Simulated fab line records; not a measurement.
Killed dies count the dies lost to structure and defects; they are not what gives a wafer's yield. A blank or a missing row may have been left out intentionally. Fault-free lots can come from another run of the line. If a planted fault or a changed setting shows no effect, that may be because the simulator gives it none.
Chamber matching :: flow sky130 :: rie_si-01 running SKY_POLY_GATE_ETCH_17: 4 sister chambers
The step etches poly-Si in HBr/Cl2, stops on SiO2, target depth 180 nm, time 70.5 s. 8 wafers are shown with their chamber, then 10 later ones without.

== WAFERS PAIRED WITH THEIR CHAMBERS ==
wafer: L079.6
chamber: 2
drypump_motor_current_A (A): 6.6
oes_product_au (a.u.): 0.992

wafer: L086.2
chamber: 3
drypump_motor_current_A (A): 5.7
oes_product_au (a.u.): 0.986

wafer: L086.4
chamber: 1
drypump_motor_current_A (A): 5.9
oes_product_au (a.u.): 0.977

wafer: L086.6
chamber: 0
drypump_motor_current_A (A): 6.1
oes_product_au (a.u.): 0.985

wafer: L088.3
chamber: 3
drypump_motor_current_A (A): 5.8
oes_product_au (a.u.): 0.991

wafer: L088.5
chamber: 1
drypump_motor_current_A (A): 5.9
oes_product_au (a.u.): 0.992

wafer: L088.6
chamber: 2
drypump_motor_current_A (A): 6.6
oes_product_au (a.u.): 0.983

wafer: L090.2
chamber: 0
drypump_motor_current_A (A): 6.1
oes_product_au (a.u.): 0.989

== WAFERS WITH NO CHAMBER GIVEN ==
wafer: L090.4
drypump_motor_current_A (A): 6.6
oes_product_au (a.u.): 0.978

wafer: L090.5
drypump_motor_current_A (A): 5.9
oes_product_au (a.u.): 0.969

wafer: L092.3
drypump_motor_current_A (A): 5.7
oes_product_au (a.u.): 0.990

wafer: L092.4
drypump_motor_current_A (A): 6.6
oes_product_au (a.u.): 0.990

wafer: L092.5
drypump_motor_current_A (A): 6.6
oes_product_au (a.u.): 1.001

wafer: L094.1
drypump_motor_current_A (A): 5.9
oes_product_au (a.u.): 0.971

wafer: L094.3
drypump_motor_current_A (A): 6.1
oes_product_au (a.u.): 1.002

wafer: L096.3
drypump_motor_current_A (A): 5.9
oes_product_au (a.u.): 0.982

wafer: L096.5
drypump_motor_current_A (A): 6.1
oes_product_au (a.u.): 0.985

wafer: L096.6
drypump_motor_current_A (A): 5.9
oes_product_au (a.u.): 0.983

== THE CHAMBER EACH PASSED THROUGH ==
wafer: L090.4
from the rows above: 2
in truth: 2

wafer: L090.5
from the rows above: 1
in truth: 1

wafer: L092.3
from the rows above: 3
in truth: 3

wafer: L092.4
from the rows above: 2
in truth: 2

wafer: L092.5
from the rows above: 2
in truth: 2

wafer: L094.1
from the rows above: 1
in truth: 1

wafer: L094.3
from the rows above: 0
in truth: 0

wafer: L096.3
from the rows above: 1
in truth: 1

wafer: L096.5
from the rows above: 0
in truth: 0

wafer: L096.6
from the rows above: 1
in truth: 1
Correctly placed: 10 of 10. Number that these rows cannot place: 0. Wrongly placed: 0.
How it was worked out, from the rows above alone: a wafer's distance from a chamber is the root of the sum, over the readings, of the square of ((its reading less the chamber's mean) divided by the reading's scatter). If the next closest chamber is less than 2 further off than the closest, the wafer can't be placed; otherwise it belongs to the closest. Each chamber's mean is taken over the wafers shown for it. The scatter: take each reading less its chamber's mean, square it, sum over the shown wafers, divide by the number of wafers less the number of chambers, and take the root.
